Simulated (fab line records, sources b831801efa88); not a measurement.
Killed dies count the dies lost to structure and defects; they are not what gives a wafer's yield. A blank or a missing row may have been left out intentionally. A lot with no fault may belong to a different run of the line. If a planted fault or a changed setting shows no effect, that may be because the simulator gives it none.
fab line records + flow gf180mcu
record:
- lots: 6
- wafers: 18
- last_day: 33
route steps=602 shown V4@476
lots that met no fault: taken from a fault-free run of the same line
start_h: hours from the record's opening day to when the first of the lot's shown wafers began + wait_h: how many hours have passed since the lot's step before this one + " repeats the value in the row above + L1.1+2: a single row standing in for several wafers + - no value, or no start given + * or withheld: withheld + < > ~ a bound
route shown NAME@n: names a module that has steps shown in the file, with the first one's number in the route + usual: average and standard deviation across the fault-free wafers + same: alike in all rows + chamber/n: place in a boat + sites: per-site readings + _std_site: the values' standard deviation + _edge_site: outer sites' mean less inner sites' + radius_mm: for every site, how far away it sits from the centre of the wafer + mask NAME#n: copy n + behind: the most recent tool/chamber to have shaped the wafer + hold: what put the lot on hold/how long, in hours/how the hold closed + device: which transistor (n, p or np) failed to switch + end of line: the tests these same wafers got at the end of their route + where a step has no rows: the recipe by itself + killed: count of dies lost to structure and defects at first sort (not the wafer's yield) + map: a wafer's dies, x killed, . not, _ none there
set.NAME: the setting the step ran with; set.NAME@STEP: the setting that earlier step ran with + model.NAME: the simulator's own value behind a step, which no gauge read
certain route steps with their lots: each step a table, each wafer a row
services: the hour from which a tool's chamber was out of use, counted from the record's first day as start_h (under 0 if before that day), plus the number of hours and why
== steps ==
step: GF_V4_CVD_00
recipe:
- material: SiO2
- target_thk_nm: 600
- sigma_open_frac: 0.3
- temp_c: 400
- time_s: 100
- sih4_flow_sccm: 60
- pressure_mtorr: 6
step: GF_V4_THK_MEAS_01
recipe:
- reads: SiO2_of_V4_CVD_00
usual:
- V4_CVD_00_THK: 597/7.2
| lot.wafer | tool          | chamber | start_h | wait_h | V4_CVD_00_THK[nm] |
|-----------|---------------|---------|---------|--------|-------------------|
| L717.2    | film_metro-03 | -       | 551.43  | 0.0    | 595               |
| L717.5    | "             | -       | "       | "      | 595               |
| L717.6    | "             | -       | "       | "      | 608               |
| L719.3    | film_metro-01 | -       | 561.88  | 0.1    | 611               |
| L719.5    | "             | -       | "       | "      | 594               |
| L719.6    | "             | -       | "       | "      | 605               |
| L730.2    | film_metro-02 | -       | 675.28  | 0.0    | 589               |
| L730.5    | "             | -       | "       | "      | 595               |
| L730.6    | "             | -       | "       | "      | 602               |
| L733.4    | film_metro-01 | -       | 680.53  | 0.0    | 608               |
| L733.5    | "             | -       | "       | "      | 596               |
| L733.6    | "             | -       | "       | "      | 591               |
| L735.2    | film_metro-02 | -       | 691.68  | 0.0    | 596               |
| L735.3    | "             | -       | "       | "      | 608               |
| L735.6    | "             | -       | "       | "      | 599               |
| L736.2    | film_metro-02 | -       | 693.73  | 0.0    | 603               |
| L736.5    | "             | -       | "       | "      | 597               |
| L736.6    | "             | -       | "       | "      | 597               |
step: GF_V4_CVD_02
recipe:
- material: SiO2
- target_thk_nm: 850
- precursor: TEOS
- temp_c: 400
- time_s: 94.851
- rf_w: 600
usual:
- heater_power_w: 654/62
- rf_fwd_power_W: 596.2/2.5
| lot.wafer | tool     | chamber | start_h | wait_h | heater_power_w | rf_fwd_power_W |
|-----------|----------|---------|---------|--------|----------------|----------------|
| L717.2    | pecvd-01 | 2       | 551.48  | 0.0    | 590            | 596.8          |
| L717.5    | "        | 2       | "       | "      | 635            | 601.3          |
| L717.6    | "        | 1       | "       | "      | 737            | 597.4          |
| L719.3    | pecvd-03 | 0       | 561.92  | 0.0    | 672            | 598.6          |
| L719.5    | "        | 1       | "       | "      | 699            | 598.4          |
| L719.6    | "        | 0       | "       | "      | 674            | 595.0          |
| L730.2    | pecvd-01 | 2       | 675.33  | 0.0    | 697            | 598.6          |
| L730.5    | "        | 0       | "       | "      | 602            | 594.9          |
| L730.6    | "        | 1       | "       | "      | 643            | 595.6          |
| L733.4    | pecvd-03 | 2       | 680.60  | 0.1    | 718            | 597.3          |
| L733.5    | "        | 0       | "       | "      | 534            | 596.5          |
| L733.6    | "        | 1       | "       | "      | 671            | 599.5          |
| L735.2    | pecvd-03 | 2       | 691.73  | 0.0    | 716            | 592.4          |
| L735.3    | "        | 1       | "       | "      | 615            | 597.2          |
| L735.6    | "        | 2       | "       | "      | 760            | 593.6          |
| L736.2    | pecvd-03 | 1       | 693.78  | 0.0    | 584            | 597.5          |
| L736.5    | "        | 0       | "       | "      | 630            | 594.1          |
| L736.6    | "        | 1       | "       | "      | 663            | 601.5          |
step: GF_V4_THK_MEAS_03
recipe:
- reads: SiO2_of_V4_CVD_02
usual:
- V4_CVD_02_THK: 848/15
| lot.wafer | tool          | chamber | start_h | wait_h | V4_CVD_02_THK[nm] |
|-----------|---------------|---------|---------|--------|-------------------|
| L717.2    | film_metro-03 | -       | 551.56  | 0.0    | 843               |
| L717.5    | "             | -       | "       | "      | 860               |
| L717.6    | "             | -       | "       | "      | 882               |
| L719.3    | film_metro-03 | -       | 562.01  | 0.1    | 841               |
| L719.5    | "             | -       | "       | "      | 846               |
| L719.6    | "             | -       | "       | "      | 848               |
| L730.2    | film_metro-03 | -       | 675.41  | 0.0    | 834               |
| L730.5    | "             | -       | "       | "      | 863               |
| L730.6    | "             | -       | "       | "      | 882               |
| L733.4    | film_metro-03 | -       | 680.66  | 0.0    | 839               |
| L733.5    | "             | -       | "       | "      | 851               |
| L733.6    | "             | -       | "       | "      | 852               |
| L735.2    | film_metro-01 | -       | 691.81  | 0.0    | 821               |
| L735.3    | "             | -       | "       | "      | 839               |
| L735.6    | "             | -       | "       | "      | 852               |
| L736.2    | film_metro-02 | -       | 693.86  | 0.0    | 837               |
| L736.5    | "             | -       | "       | "      | 846               |
| L736.6    | "             | -       | "       | "      | 844               |
step: GF_V4_CMP_04
recipe:
- material: SiO2
- down_force_psi: 4
- platen_rpm: 60
- pad_velocity_m_s: 0.94248
usual:
- motor_current_A: 11.8/0.84
- time_to_endpoint_s: 74/7.5
| lot.wafer | tool   | chamber | start_h | wait_h | motor_current_A | time_to_endpoint_s |
|-----------|--------|---------|---------|--------|-----------------|--------------------|
| L717.2    | cmp-01 | 2       | 551.71  | 0.1    | 11.7            | 71                 |
| L717.5    | "      | 0       | "       | "      | 11.9            | 80                 |
| L717.6    | "      | 1       | "       | "      | 11.4            | 92                 |
| L719.3    | cmp-01 | 2       | 562.20  | 0.2    | 12.0            | 65                 |
| L719.6    | "      | 3       | "       | "      | 10.6            | 68                 |
| L719.5    | "      | 0       | "       | "      | 12.0            | 70                 |
| L730.2    | cmp-02 | 1       | 675.61  | 0.2    | 11.8            | 68                 |
| L730.5    | "      | 2       | "       | "      | 11.6            | 70                 |
| L730.6    | "      | 3       | "       | "      | 13.4            | 90                 |
| L733.4    | cmp-02 | 0       | 680.79  | 0.1    | 13.0            | 64                 |
| L733.6    | "      | 2       | "       | "      | 11.4            | 68                 |
| L733.5    | "      | 3       | "       | "      | 13.1            | 83                 |
| L735.2    | cmp-01 | 1       | 691.91  | 0.1    | 11.6            | 65                 |
| L735.3    | "      | 2       | "       | "      | 11.4            | 71                 |
| L735.6    | "      | 1       | "       | "      | 11.8            | 78                 |
| L736.2    | cmp-01 | 2       | 694.06  | 0.2    | 11.7            | 70                 |
| L736.6    | "      | 3       | "       | "      | 10.3            | 71                 |
| L736.5    | "      | 0       | "       | "      | 12.1            | 74                 |
step: GF_V4_BOW_MEAS_05
recipe:
- mode: bow
usual:
- V4_BOW: 134/8.3
| lot.wafer | tool          | chamber | start_h | wait_h | V4_BOW[um] |
|-----------|---------------|---------|---------|--------|------------|
| L717.2    | film_metro-03 | -       | 551.93  | 0.2    | 156        |
| L717.5    | "             | -       | "       | "      | 146        |
| L717.6    | "             | -       | "       | "      | 141        |
| L719.3    | film_metro-02 | -       | 562.39  | 0.1    | 125        |
| L719.5    | "             | -       | "       | "      | 127        |
| L719.6    | "             | -       | "       | "      | 132        |
| L730.2    | film_metro-02 | -       | 675.78  | 0.1    | 150        |
| L730.5    | "             | -       | "       | "      | 123        |
| L730.6    | "             | -       | "       | "      | 141        |
| L733.4    | film_metro-03 | -       | 681.05  | 0.2    | 131        |
| L733.5    | "             | -       | "       | "      | 136        |
| L733.6    | "             | -       | "       | "      | 137        |
| L735.2    | film_metro-01 | -       | 692.18  | 0.2    | 136        |
| L735.3    | "             | -       | "       | "      | 152        |
| L735.6    | "             | -       | "       | "      | 131        |
| L736.2    | film_metro-02 | -       | 694.23  | 0.1    | 151        |
| L736.5    | "             | -       | "       | "      | 146        |
| L736.6    | "             | -       | "       | "      | 138        |
step: GF_V4_DEHYDRATE_06
recipe:
- temp_c: 200
- time_s: 60
step: GF_V4_HMDS_07
recipe:
- prime_time_s: 60
- prime_temp_c: 120
step: GF_V4_COAT_08
recipe:
- resist: BARC
- temp_c: withheld
- time_s: withheld
- spin_rpm: withheld
- resist_thk_nm: withheld
step: GF_V4_COAT_09
recipe:
- resist: KrF
- spin_rpm: withheld
- resist_thk_nm: 1000
step: GF_V4_SOFTBAKE_10
recipe:
- temp_c: 130
- time_s: 60
- resist: KrF
step: GF_V4_EXPOSE_11
recipe:
- mask_id: Via4
- target_cd_nm: 260
- na: 0.68
- source_shape: conventional
- sigma_outer: 0.6
- dose_mj: 38
step: GF_V4_PEB_12
recipe:
- peb_temp_c: 135
- peb_time_s: 90
- resist: KrF
usual:
- chill_plate_temp_C: 23.01/0.1
- exhaust_pa: 45.1/0.82
- plate_temp_C: 134.98/0.15
| lot.wafer | tool           | chamber | start_h | wait_h | chill_plate_temp_C | exhaust_pa | plate_temp_C |
|-----------|----------------|---------|---------|--------|--------------------|------------|--------------|
| L717.2    | litho_track-01 | 0       | 573.63  | -      | 23.09              | 45.3       | 134.99       |
| L717.5    | "              | 0       | "       | "      | 23.04              | 45.0       | 135.03       |
| L717.6    | "              | 0       | "       | "      | 23.05              | 44.0       | 135.13       |
| L719.3    | litho_track-04 | 0       | 584.12  | -      | 23.18              | 44.9       | 135.03       |
| L719.5    | "              | 0       | "       | "      | 23.01              | 44.8       | 135.07       |
| L719.6    | "              | 0       | "       | "      | 22.99              | 45.1       | 134.81       |
| L730.2    | litho_track-04 | -       | 694.23  | -      | -                  | -          | -            |
| L730.5    | "              | -       | "       | "      | -                  | -          | -            |
| L730.6    | "              | -       | "       | "      | -                  | -          | -            |
| L733.4    | litho_track-03 | -       | 699.80  | -      | -                  | -          | -            |
| L733.5    | "              | -       | "       | "      | -                  | -          | -            |
| L733.6    | "              | -       | "       | "      | -                  | -          | -            |
| L735.2    | litho_track-03 | 0       | 710.43  | -      | 22.97              | 44.5       | 135.05       |
| L735.3    | "              | 0       | "       | "      | 23.02              | 43.7       | 134.93       |
| L735.6    | "              | 0       | "       | "      | 23.12              | 43.9       | 134.86       |
| L736.2    | litho_track-01 | 0       | 711.43  | -      | 22.90              | 45.7       | 135.07       |
| L736.5    | "              | 0       | "       | "      | 23.11              | 44.8       | 135.01       |
| L736.6    | "              | 0       | "       | "      | 23.06              | 47.1       | 135.01       |
step: GF_V4_DEVELOP_13
recipe:
- develop_time_s: 60
- resist: KrF
- dev_temp_c: 21
== services ==
| tool           | chamber | start_h | hours | kind                           |
|----------------|---------|---------|-------|--------------------------------|
| cmp-02         | -       | 531.89  | 0.6   | repair                         |
| cmp-01         | -       | 538.74  | 5.7   | pm                             |
| pecvd-03       | -       | 549.69  | 3.3   | repair                         |
| cmp-02         | -       | 565.62  | 0.5   | repair                         |
| cmp-02         | -       | 585.45  | 4.0   | pm                             |
| cmp-02         | -       | 589.45  | -     | consumable_replace:conditioner |
| cmp-02         | -       | 589.45  | -     | consumable_replace:pad         |
| cmp-01         | -       | 592.46  | 0.5   | repair                         |
| cmp-01         | -       | 619.98  | 2.9   | repair                         |
| pecvd-01       | 2       | 658.38  | 3.5   | repair                         |
| pecvd-03       | -       | 661.42  | 1.1   | repair                         |
| cmp-02         | -       | 665.30  | 3.1   | pm                             |
| cmp-01         | -       | 667.35  | 1.1   | repair                         |
| pecvd-03       | 2       | 670.45  | 7.9   | repair                         |
| pecvd-01       | -       | 670.91  | 0.9   | repair                         |
| litho_track-01 | -       | 671.21  | -     | consumable_replace:filter      |
| cmp-01         | -       | 678.92  | 0.3   | repair                         |
| cmp-02         | -       | 683.04  | 2.3   | repair                         |
| pecvd-03       | 1       | 699.63  | 12.0  | repair                         |
| pecvd-03       | 2       | 702.20  | 16.7  | repair                         |
| pecvd-03       | 0       | 707.01  | 3.7   | repair                         |
== key ==
first_sign:
- step: GF_V4_PEB_12
- reading: tool_record
- direction: missing
effect none on later readings
met_at GF_V4_PEB_12
struck_wafers L730.2,L730.5,L730.6,L733.4,L733.5,L733.6
later_rows_left_out L730.2,L730.5,L730.6,L733.4,L733.5,L733.6
sort_left_out L730.2,L730.5,L730.6,L733.4,L733.5,L733.6
onset_between 584.12 694.23
fault:
- kind: skipped_step_whole
- tool: litho_track-03,litho_track-04
- chamber: -
- onset_h: 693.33
- steps: GF_V4_PEB_12
- scope: struck_lots_only
sort_left_out: the simulated sort isn't trusted on such a fault, so these wafers' sort isn't shown, and their yield isn't known
later_rows_left_out: the simulator's readings of these wafers behind a module that went badly wrong aren't trusted and aren't shown, but for the sort
